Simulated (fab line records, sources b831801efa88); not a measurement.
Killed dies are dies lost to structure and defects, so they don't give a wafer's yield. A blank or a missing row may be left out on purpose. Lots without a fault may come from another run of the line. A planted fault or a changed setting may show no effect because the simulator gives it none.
Split-lot experiment | flow sfq_line | 4 lots, 10 wafers read, on a route of 325 steps

THE SPLIT
At SFQ_TRILAYER_M4_LITHO_COAT_098 (resist thk 62 nm), the setting resist_thk_nm was moved away from the recipe's 62 nm on 4 of the 10 wafers read, by -3.5% to +2.2%. The other wafers ran this setting at the recipe's value.

FROM THE SPLIT TO THE READING: what the file shows between them, 3 steps
- SFQ_TRILAYER_M4_LITHO_COAT_093: resist thk 600 nm
- SFQ_TRILAYER_M4_LITHO_SOFTBAKE_097
- SFQ_TRILAYER_M4_LITHO_DEVELOP_095: time 60 s

THE READING
etch.depth_nm (the simulator's own value, which no gauge read), in nm, at SFQ_TRILAYER_M4_BARC_OPEN_METAL_ETCH_123 (etches BARC in O2, target depth 125 nm, time 41.7 s). The file gives no usual value for it. The 6 wafers here that ran the recipe average 62.02 nm, standard deviation 0.19 nm.

wafer  | tool, chamber at the split | resist_thk_nm as run, nm | against the recipe | etch.depth_nm, nm | against lot-mates on the recipe
L078.4 | litho_track-01, 0          | 62                       | recipe             | 61.82             | -
L078.5 | litho_track-01, 0          | 62                       | recipe             | 61.89             | -
L078.6 | litho_track-01, 0          | 62                       | recipe             | 61.77             | -
L079.3 | litho_track-01, 0          | 59.8                     | -3.5%              | 59.74             | -2.44
L079.4 | litho_track-01, 0          | 62                       | recipe             | 62.18             | -
L079.6 | litho_track-01, 0          | 59.8                     | -3.5%              | 59.84             | -2.34
L080.2 | litho_track-01, 0          | 62                       | recipe             | 62.22             | -
L080.4 | litho_track-01, 0          | 63.34                    | +2.2%              | 63.61             | +1.39
L080.6 | litho_track-01, 0          | 63.34                    | +2.2%              | 63.53             | +1.31
L084.2 | litho_track-02, 0          | 62                       | recipe             | 62.22             | -

THE FIT
A straight line over all 10 wafers: etch.depth_nm changes by +0.656 nm for each +1% of resist_thk_nm; r = +0.99; the points scatter about the line by 0.18 nm.
The same after taking each lot's own level away (the mean of its wafers on the recipe; 10 wafers): +0.658 nm for each +1%; r = +1.00; scatter 0.056 nm.
On that fit, the largest move of resist_thk_nm shifts the reading by 2.3 nm.
The lots' own levels span 61.827 to 62.220 nm, that is 2.0 times the standard deviation above.
So the lot-to-lot level changes the slope little: the two slopes agree.
Check: with one of the wafers moved furthest among these (-3.5%) left out of the fit, the line predicts -2.3 nm for it against its lot-mates. It came out at -2.44 nm against them.

OTHER SPLITS ON THESE WAFERS
These wafers also went through other splits before the reading. Each is held against what the fit with the lots' levels taken away leaves over:
other split on the same wafers                          | wafers away from the commonest value | r with etch.depth_nm (lot level and that fit taken away)
SFQ_TRILAYER_I2_VIA_LITHO_COAT_067 resist_thk_nm        | 4                                    | +0.14
SFQ_TRILAYER_M3_LITHO_COAT_080 spin_rpm                 | 4                                    | -0.48
SFQ_TRILAYER_M3_BARC_OPEN_METAL_ETCH_100 pressure_mtorr | 7                                    | +0.01
SFQ_TRILAYER_I3_DEP_PECVD_081 time_s                    | 0                                    | +0.00
SFQ_TRILAYER_I3_VIA_LITHO_EXPOSE_086 dose_mj            | 2                                    | -0.25
SFQ_TRILAYER_I3_VIA_BARC_OPEN_VIA_ETCH_121 source_w     | 2                                    | +0.29

THE WHOLE CHAIN: every reading that the file lists as answering this split, in the file's order
step                                     | what it does                                        | reading                                                                                    | change (the file's fit)              | r (the file's)
SFQ_TRILAYER_M4_LITHO_COAT_098           | resist thk 62 nm                                    | BARC_of_TRILAYER_M4_LITHO_COAT_098.thk_nm (the simulator's own value, which no gauge read) | +0.6 nm for each +1% of the setting  | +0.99
SFQ_TRILAYER_M4_BARC_OPEN_METAL_ETCH_123 | etches BARC in O2, target depth 125 nm, time 41.7 s | etch.depth_nm (the simulator's own value, which no gauge read)                             | +0.66 nm for each +1% of the setting | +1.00

THE FILE'S OWN FIT
etch.depth_nm changes by +0.66 nm for each +1% of resist_thk_nm, r = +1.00.
